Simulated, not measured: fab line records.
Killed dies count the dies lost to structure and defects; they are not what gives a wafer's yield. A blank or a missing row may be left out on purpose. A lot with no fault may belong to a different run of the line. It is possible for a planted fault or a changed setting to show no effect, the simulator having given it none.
Struck lot and sound lot, side by side | flow sky130 | 16 steps out of a route of 708
Sound: wafers L108.3, L108.5, L108.6. Struck: wafer L114.5. (L114.1, L114.6 of the same lot were not struck and are left out.) The cause comes at the end.
Each step with rows lists, per side, the tool, then ch with its chambers, then its first start. Under that, the readings that differ: sound wafers | struck wafers | difference of the means | sigmas: that difference in standard deviations of wafers without a fault.
alike: readings with means less than 2 such deviations apart, plus words and numbers identical on both sides. not compared: withheld readings, readings lacking a value on some wafer, bounds such as >300 that could conceal the same value, and numbers that have no deviation in the record and whose values overlap.
A row with sigmas, a row that says differs or no value, or rows on one side alone: a step with any of these is where the two part. Numbers that don't overlap but have no deviation are shown without sigmas and don't part them. A reading missing from all wafers of one side parts the sides only when that side holds two or more wafers.

first, 2 steps without rows for these wafers: SKY_METAL4_PEB_11; SKY_METAL4_DEVELOP_12 (develop time 60 s).
SKY_METAL4_CD_MEAS_13: the cd target is 300 nm.
  sound on cd sem-01 at day 45 21:32; struck on cd sem-01 at day 46 01:12
  alike: cd nm
SKY_METAL4_OVL_MEAS_14:
  sound on overlay-01 at day 45 21:38; struck on overlay-01 at day 46 01:19
  alike: METAL4_OVL
then, 1 step without rows for these wafers: SKY_METAL4_DESCUM_15 (chemistry O2, time 8 s).
SKY_METAL4_ETCH_16: etches BARC in N2/H2, stops on SiO2, time 88.2 s, target depth 60 nm.
  sound on rie metal-03 ch 0,1, day 45 21:43; struck on rie metal-04 ch 1, day 46 01:23
  alike: bias w, drypump motor current A, h2 flow sccm, oes product au, throttle valve pct
  not compared: rf hours counter h
SKY_METAL4_ETCH_17: etches SiO2 in C4F8/O2/Ar, stops on TiN, time 3.9 s, target depth 15 nm.
  sound on rie diel-03 ch 0,2,3, day 45 21:47; struck on rie diel-03 ch 0, day 46 01:29
  alike: bias w, oes product au
SKY_METAL4_METAL_ETCH_18: etches the open film in Cl2/BCl3, stops on SiO2, target depth 845 nm, time 183.1 s.
  sound on rie metal-02 ch 0,1, day 45 21:52; struck on rie metal-03 ch 1, day 46 01:31
  alike: bias w, drypump motor current A, mfc cl2 sccm, oes product au, throttle valve pct
  not compared: rf hours counter h
SKY_METAL4_STRIP_19: strips in O2/N2.
  sound on plasma asher-04 ch 0,1, day 45 22:01; struck on plasma asher-04 ch 1, day 46 01:41
  reading               | sound             | struck | difference | sigmas
  oes product au (a.u.) | 0.499 0.494 0.499 | 0.511  | +0.014     | +2
  alike: drypump motor current A, strip time to endpoint s
  not compared: rf hours counter h
then, 3 steps without rows for these wafers: SKY_METAL4_STRIP_20 (strips in post etch residue remover, time 1200 s); SKY_METAL4_CLEAN_21 (cleans in IPA, time 180 s); SKY_METAL4_CLEAN_22 (cleans in O3/DIW).
SKY_VIA4_HDPCVD_00: deposits SiO2, target thk 1750 nm, time 291.7 s.
  sound on hdpcvd-02 ch 0,1, day 45 22:55; struck on hdpcvd-02 ch 0, day 46 02:19
  reading                                  | sound             | struck | difference | sigmas
  run length s (s)                         | 319.6 319.3 320.0 | 306.0  | -13.6      | -29
  model.SiO2_of_VIA4_HDPCVD_00.thk nm (nm) | 1773 1769 1747    | 1677   | -86        |
SKY_VIA4_THK_MEAS_01:
  sound on film metro-02 at day 45 23:07; struck on film metro-02 at day 46 02:29
  reading              | sound          | struck | difference | sigmas
  VIA4_HDPCVD_THK (nm) | 1772 1770 1748 | 1677   | -86        | -5
SKY_VIA4_CMP_02: polishes SiO2.
  sound on cmp-02 ch 0,1,3, day 45 23:16; struck on cmp-02 ch 3, day 46 02:33
  alike: motor current A, slurry filter dp kPa
-- the record jumps here: 4 days lie between the struck wafers' starts before and after (it left off in module VIA4 and takes up again in module PAD_OPEN, whose first step shown is number 708 of the route) --
SKY_PAD_OPEN_PROBE_99:
  rows exist in the record for the struck wafers here (prober-01, day 49 16:24), but not for the sound ones

WHERE THEY PART
Last at SKY_PAD_OPEN_PROBE_99 as far as this record goes, first at SKY_METAL4_STRIP_19.

WHY: what had been put in by the simulator
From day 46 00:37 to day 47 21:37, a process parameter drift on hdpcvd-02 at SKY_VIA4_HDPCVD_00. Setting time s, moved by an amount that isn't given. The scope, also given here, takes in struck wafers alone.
